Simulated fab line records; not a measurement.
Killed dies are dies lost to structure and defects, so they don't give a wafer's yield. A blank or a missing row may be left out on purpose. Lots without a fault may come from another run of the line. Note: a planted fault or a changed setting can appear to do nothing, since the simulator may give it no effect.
What tool caused it? | flow gf180mcu | at 1 step of a route of 602, 13 lots with 39 wafers sampled

## WHAT THE GAUGES SHOWED, per wafer
GF_V4_BOW_MEAS_05. Usual: V4_BOW gives 134 um (standard deviation 9.1).
lot  | measured     | on           | V4_BOW (um) | flag
L180 | day 23 08:28 | filmMetro-02 | 130 128 133 | 
L181 | day 23 19:29 | filmMetro-02 | 140 133 130 | 
L183 | day 24 13:30 | filmMetro-04 | 131 137 133 | 
L184 | day 24 23:49 | filmMetro-02 | 144 146 152 | 
L185 | day 25 12:10 | filmMetro-03 | 123 131 136 | 
L186 | day 25 16:14 | filmMetro-04 | 142 141 154 | 
L189 | day 26 21:14 | filmMetro-04 | 139 138 152 | 
L191 | day 27 00:56 | filmMetro-02 | 119 125 135 | 
L192 | day 27 13:41 | filmMetro-04 | 122 129 141 | 
L193 | day 27 22:40 | filmMetro-03 | 138 145 137 | 
L200 | day 29 16:56 | filmMetro-03 | 137 148 151 | 
L202 | day 30 08:21 | filmMetro-04 | 123 130 116 | 
L203 | day 30 14:15 | filmMetro-02 | 126 128 133 | 

## WHAT TOOL EACH LOT RAN ON (gives the tool, then ch and the chambers of the sampled wafers, and finally the start)
The record holds no process step before these readings.

## WHAT THE TOOLS THEMSELVES READ (means of the sampled wafers that have a number; where no wafer has one, the mark that the record gives instead)
The record holds no such reading with a usual standard deviation.

## THE ANSWER, worked out from the rows above alone
Rule: a lot is off if the mean of its wafers that have a number lies more than 3 standard deviations from the usual mean. Also off: a lot with no number at a reading for which 4 or more lots have one. Any other lot the step has rows for is counted as sound. Order of review: gauges by route order, followed by the tools' own readings, for which a lot's mean as printed above is used. At the first step where some lot is off, the reading lying furthest off is the one used; lots without a number count as furthest.
None of the lots is off at any reading shown; this tells nothing.

## WHAT THE SIMULATOR PUT IN
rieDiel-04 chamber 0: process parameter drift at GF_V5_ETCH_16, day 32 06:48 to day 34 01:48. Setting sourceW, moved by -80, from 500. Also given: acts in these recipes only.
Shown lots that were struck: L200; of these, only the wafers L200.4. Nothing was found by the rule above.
